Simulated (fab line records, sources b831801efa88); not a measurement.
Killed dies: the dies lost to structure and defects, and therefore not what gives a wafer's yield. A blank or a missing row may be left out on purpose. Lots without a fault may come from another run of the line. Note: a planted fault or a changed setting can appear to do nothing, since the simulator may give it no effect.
Which tool is to blame?    flow sky130    14 lots with 42 wafers sampled at 4 steps, on a route of 708 steps

## WHAT THE GAUGES SHOWED, per wafer
SKY_PWDE_TW_MEAS_10. Usual: PWDE_TW 373, standard deviation 3.1.
lot   measured     on            PWDE_TW      flag
L416  day 3 19:16  filmMetro-04  370 367 368  
L417  day 4 01:02  filmMetro-01  373 374 373  
L418  day 4 05:38  filmMetro-04  366 366 366  
L419  day 4 20:54  filmMetro-02  372 374 371  
L420  day 5 05:11  filmMetro-01  375 376 375  
L421  day 5 04:25  filmMetro-02  373 374 374  
L422  day 5 08:34  filmMetro-01  374 374 374  
L423  day 5 13:26  filmMetro-02  373 376 375  
L424  day 5 21:31  filmMetro-02  372 372 371  
L431  day 7 08:55  filmMetro-01  379 377 377  
L432  day 7 12:40  filmMetro-04  370 369 369  
L435  day 8 11:28  filmMetro-02  374 375 375  
L437  day 8 16:51  filmMetro-02  374 374 375  
L438  day 8 22:32  filmMetro-04  371 371 371  

SKY_LI_CONTACT_CD_MEAS_12 targets a cd of 170 nm. Usual: 170.5 nm for cdNm, sd 1.8.
lot   measured      on        cdNm (nm)          flag
L416  day 29 08:54  cdSem-01  167.1 167.3 166.6  
L417  day 29 07:53  cdSem-01  170.8 170.8 169.9  
L418  day 29 15:43  cdSem-02  171.7 171.0 171.5  
L419  day 30 10:52  cdSem-02  172.7 172.6 172.0  
L420  day 31 00:06  cdSem-02  167.8 166.4 168.3  
L421  day 30 22:10  cdSem-01  171.1 172.7 170.5  
L422  day 31 01:11  cdSem-01  168.2 168.3 167.8  
L423  day 31 18:13  cdSem-02  167.6 167.7 168.8  
L424  day 32 02:28  cdSem-02  172.8 172.7 174.1  
L431  day 34 02:50  cdSem-01  171.8 173.0 172.8  
L432  day 34 08:13  cdSem-01  169.4 171.1 171.1  
L435  day 35 08:22  cdSem-01  169.3 171.7 168.4  
L437  day 35 21:41  cdSem-01  170.4 170.5 169.7  
L438  day 35 22:19  cdSem-02  172.7 173.7 173.7  

SKY_LOCAL_INTERCONNECT_CD_MEAS_11 targets a cd of 170 nm. Usual: 169.6 nm for cdNm, sd 1.5.
lot   measured      on        cdNm (nm)          flag
L416  day 30 13:19  cdSem-02  171.5 169.0 169.5  
L417  day 30 12:02  cdSem-01  168.5 169.3 168.3  
L418  day 30 21:34  cdSem-02  170.6 171.3 171.0  
L419  day 31 16:45  cdSem-01  168.0 165.9 167.9  
L420  day 32 05:30  cdSem-02  171.3 170.6 170.8  
L421  day 32 02:58  cdSem-01  168.7 169.5 168.9  
L422  day 32 06:25  cdSem-01  168.9 169.8 169.8  
L423  day 32 22:20  cdSem-01  169.0 169.1 171.5  
L424  day 33 06:36  cdSem-02  170.5 172.5 171.3  
L431  day 35 06:30  cdSem-02  169.4 169.0 168.6  
L432  day 35 12:27  cdSem-01  169.1 168.8 168.8  
L435  day 36 12:11  cdSem-01  171.7 170.1 171.5  
L437  day 37 01:08  cdSem-02  171.6 170.3 169.8  
L438  day 37 01:46  cdSem-02  166.2 169.9 167.4  

## WHAT TOOL EACH LOT RAN ON (gives the tool, then ch and the chambers of the sampled wafers, and finally the start)
lot   SKY_FIELD_ISO_ETCH_14
L416  rieDiel-03 ch 0,2, day 2 04:45
L417  rieDiel-02 ch 0,1,2, day 2 10:14
L418  rieDiel-03 ch 0,3, day 2 14:32
L419  rieDiel-02 ch 0,1,3, day 2 19:54
L420  rieDiel-04 ch 1,2,3, day 3 03:29
L421  rieDiel-04 ch 1,2,3, day 3 06:47
L422  rieDiel-04 ch 0,1,2, day 3 12:50
L423  rieDiel-03 ch 0,2, day 3 19:20
L424  rieDiel-02 ch 0,1,3, day 4 02:42
L431  rieDiel-03 ch 0,2, day 5 11:38
L432  rieDiel-03 ch 0,1,3, day 5 15:35
L435  rieDiel-02 ch 0,1,2, day 6 12:05
L437  rieDiel-04 ch 1,3, day 6 18:23
L438  rieDiel-04 ch 0,1,3, day 6 22:27
- SKY_FIELD_ISO_ETCH_14: etches BARC in N2/H2, stops on SiO2, time 45.9 s, target depth 60 nm.

## AS READ BY THE TOOLS THEMSELVES (means over the sampled wafers that have a number; for cases with no such wafer, the mark the record gives instead)
SKY_FIELD_ISO_ETCH_14. Usual: biasW 100.0 W, standard deviation 0.31; drypumpMotorCurrentA 5.9 A, standard deviation 0.4; oesProductAu 0.856 a.u., standard deviation 0.0044; throttleValvePct 13.224 %, standard deviation 0.0084.
lot   tool        biasW (W)  drypumpMotorCurrentA (A)  oesProductAu (a.u.)  throttleValvePct (%)  flag
L416  rieDiel-03  100.0      6.3                       0.859                13.222                
L417  rieDiel-02  99.9       6.0                       0.854                13.227                
L418  rieDiel-03  99.8       6.2                       0.855                13.227                
L419  rieDiel-02  100.2      5.8                       0.856                13.227                
L420  rieDiel-04  100.1      6.0                       0.862                13.217                
L421  rieDiel-04  99.9       6.0                       0.856                13.221                
L422  rieDiel-04  100.2      5.7                       0.858                13.226                
L423  rieDiel-03  99.9       6.3                       0.851                13.222                
L424  rieDiel-02  100.0      5.8                       0.860                13.225                
L431  rieDiel-03  96.0       6.3                       0.854                13.223                OFF
L432  rieDiel-03  96.2       6.0                       0.859                13.227                OFF
L435  rieDiel-02  100.4      6.0                       0.860                13.224                
L437  rieDiel-04  100.0      6.2                       0.859                13.224                
L438  rieDiel-04  100.1      5.9                       0.857                13.225                

## THE ANSWER, worked out from the rows above alone
Rule: a lot counts as off when the mean over its wafers that have a number is more than 3 standard deviations away from the usual mean. A lot without any number at a reading at which 4 lots or more have one is off too. All remaining lots with rows at the step are treated as sound. The gauges are gone through in route order, then the tools' own readings, and for those a lot's mean is taken as printed above. At the first step where some lot is off, the reading lying furthest off is the one used; lots without a number count as furthest.
Off: L431, L432, at SKY_FIELD_ISO_ETCH_14 (biasW).
A tool fits if, at that step or a process step before it, it ran every lot that is off, and no sound lot after the first of them. One candidate fits, namely rieDiel-03 at SKY_FIELD_ISO_ETCH_14. A fault onset in the window from L423 (day 3 19:20, its last sound lot) to L431 (day 5 11:38, its first lot off) fits.
The tool's own readings at SKY_FIELD_ISO_ETCH_14 bear it out: on the lots that are off they differ by more than 5 times the standard deviation of the sound lots' means. biasW reads 96.1 W there against 100.0 W on the sound lots.

## WHAT THE SIMULATOR HAD PUT IN
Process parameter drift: rieDiel-03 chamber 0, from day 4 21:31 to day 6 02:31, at SKY_FIELD_ISO_ETCH_14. From 100, the setting biasW moved by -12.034. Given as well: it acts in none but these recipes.
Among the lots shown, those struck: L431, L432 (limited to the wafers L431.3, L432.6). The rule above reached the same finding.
